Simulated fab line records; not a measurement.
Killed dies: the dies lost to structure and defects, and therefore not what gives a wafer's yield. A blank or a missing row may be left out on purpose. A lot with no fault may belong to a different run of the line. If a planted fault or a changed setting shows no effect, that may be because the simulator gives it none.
What tool caused it? -- flow sky130 -- 14 lots with 42 wafers sampled at 4 steps, on a route of 708 steps

WHAT EACH GAUGE READ, for each wafer
SKY_CONTACT_CD_MEAS_14: target cd 170 nm.
lot,measured,on,cdNm (nm)
L217,day 33 00:28,cdSem-02,169.9 170.7 170.0
L218,day 33 06:46,cdSem-02,171.0 168.5 168.9
L219,day 34 02:08,cdSem-02,171.1 170.3 170.3
L220,day 34 08:05,cdSem-01,171.2 170.4 170.2
L221,day 34 16:17,cdSem-02,170.9 169.5 169.8
L222,day 34 18:04,cdSem-02,170.1 173.1 170.3
L223,day 35 09:41,cdSem-02,169.5 171.3 169.4
L224,day 35 11:43,cdSem-01,168.4 167.2 168.3
L225,day 35 13:37,cdSem-02,169.2 170.9 171.8
L226,day 35 19:44,cdSem-02,170.8 169.9 169.1
L227,day 36 10:08,cdSem-01,171.2 171.0 170.9
L230,day 36 18:10,cdSem-01,169.5 169.3 169.5
L231,day 37 06:07,cdSem-02,169.3 169.9 167.0
L234,day 37 23:32,cdSem-02,171.6 170.9 170.9

SKY_METAL1_THK_MEAS_06: measures by xrf.
lot,measured,on,METAL1_ALCU_THK (nm)
L217,day 33 02:14,filmMetro-04,249.1 250.9 250.4
L218,day 33 08:35,filmMetro-04,249.8 253.0 251.4
L219,day 34 03:58,filmMetro-01,250.8 248.8 251.7
L220,day 34 09:55,filmMetro-01,252.6 254.7 251.7
L221,day 34 18:05,filmMetro-03,256.0 252.9 250.4
L222,day 34 19:52,filmMetro-01,252.8 249.2 250.8
L223,day 35 11:35,filmMetro-04,249.7 250.7 247.7
L224,day 35 13:37,filmMetro-04,251.2 254.6 251.9
L225,day 35 15:31,filmMetro-04,250.4 249.6 249.7
L226,day 35 21:43,filmMetro-03,253.4 258.6 257.3
L227,day 36 11:54,filmMetro-01,243.5 246.5 248.8
L230,day 36 19:58,filmMetro-01,286.0 287.3 287.4
L231,day 37 07:53,filmMetro-01,287.0 290.0 286.7
L234,day 38 01:23,filmMetro-01,251.7 251.0 252.3

SKY_METAL1_CD_MEAS_15: target cd 140 nm.
lot,measured,on,cdNm (nm)
L217,day 34 05:34,cdSem-01,140.3 140.3 140.1
L218,day 34 11:47,cdSem-01,136.8 139.2 138.4
L219,day 35 07:02,cdSem-01,140.0 140.0 139.2
L220,day 35 12:47,cdSem-02,141.1 140.7 141.9
L221,day 35 19:44,cdSem-01,141.0 141.3 141.9
L222,day 35 22:47,cdSem-02,139.6 138.6 138.2
L223,day 36 15:10,cdSem-01,138.6 139.8 140.1
L224,day 36 16:41,cdSem-02,141.8 141.3 141.4
L225,day 36 18:59,cdSem-02,139.7 139.5 139.4
L226,day 37 00:38,cdSem-01,140.1 140.5 139.0
L227,day 37 14:45,cdSem-02,140.6 141.5 139.4
L230,day 37 22:50,cdSem-02,139.2 139.1 139.7
L231,day 38 09:19,cdSem-02,137.8 138.6 139.0
L234,day 39 03:38,cdSem-02,143.0 142.6 143.6

WHAT TOOL EACH LOT RAN ON (gives the tool, then ch and the chambers of the sampled wafers, and finally the start)
lot,SKY_METAL1_SPUTTER_04
L217,"pvdSputter-04, day 33 02:04"
L218,"pvdSputter-01, day 33 08:23"
L219,"pvdSputter-02, day 34 03:48"
L220,"pvdSputter-04, day 34 09:45"
L221,"pvdSputter-02, day 34 17:55"
L222,"pvdSputter-04, day 34 19:43"
L223,"pvdSputter-01, day 35 11:26"
L224,"pvdSputter-01, day 35 13:27"
L225,"pvdSputter-04, day 35 15:21"
L226,"pvdSputter-02, day 35 21:32"
L227,"pvdSputter-01, day 36 11:42"
L230,"pvdSputter-04, day 36 19:47"
L231,"pvdSputter-02, day 37 07:43"
L234,"pvdSputter-04, day 38 01:14"
- SKY_METAL1_SPUTTER_04: material TiN, target thk 70 nm, time 58.3 s.

AS READ BY THE TOOLS THEMSELVES (means over the sampled wafers that have a number; for cases with no such wafer, the mark the record gives instead)
SKY_METAL1_SPUTTER_04.
lot,tool,cathodeDcPowerW (W),chamberPressurePa (Pa),throttleValvePct (%)
L217,pvdSputter-04,6498.9,0.4002,30.8
L218,pvdSputter-01,6499.8,0.4003,28.8
L219,pvdSputter-02,6498.8,0.3994,30.1
L220,pvdSputter-04,6500.3,0.3999,30.8
L221,pvdSputter-02,6499.9,0.4005,30.6
L222,pvdSputter-04,6500.7,0.4000,30.9
L223,pvdSputter-01,6500.4,0.3998,28.8
L224,pvdSputter-01,6499.3,0.4002,29.7
L225,pvdSputter-04,6500.4,0.3998,30.3
L226,pvdSputter-02,6500.8,0.3998,30.1
L227,pvdSputter-01,6499.4,0.3998,28.7
L230,pvdSputter-04,-,-,-
L231,pvdSputter-02,-,-,-
L234,pvdSputter-04,6499.8,0.3988,31.3

THE ANSWER, worked out from the rows above alone
Rule: the usual values come from the lots themselves. The widest of any qualifying gaps counts: lots, ordered by their means at a reading, are off when they make up no more than a third of the lots, leave a main group of 4 or more, and stand apart from it by 3 or more times the standard deviation of that group's means. A main group is skipped when, at the precision printed for the reading in the tables above, its means are all equal. Also off: a lot with no number at a reading for which 4 or more lots have one. Where the step has rows for the other lots, those lots are counted as sound. Order of review: gauges by route order, followed by the tools' own readings, for which a lot's mean as printed above is used. The first step at which some lot is off is used, and at that step the reading that is off furthest; a lot without a number counts as furthest.
Off: at SKY_METAL1_THK_MEAS_06 (METAL1_ALCU_THK), L230, L231. The main group has a mean of 251.3 nm with a standard deviation of 2.4.
A tool fits if, at a process step before that reading, it ran every lot that is off, and no sound lot after the first of them. The gauges at SKY_METAL1_THK_MEAS_06 aren't tried: what is off there is off at SKY_METAL1_SPUTTER_04 too, on other tools, and a gauge's error can't cause that. None of those tried fits.

WHAT THE SIMULATOR HAD PUT IN
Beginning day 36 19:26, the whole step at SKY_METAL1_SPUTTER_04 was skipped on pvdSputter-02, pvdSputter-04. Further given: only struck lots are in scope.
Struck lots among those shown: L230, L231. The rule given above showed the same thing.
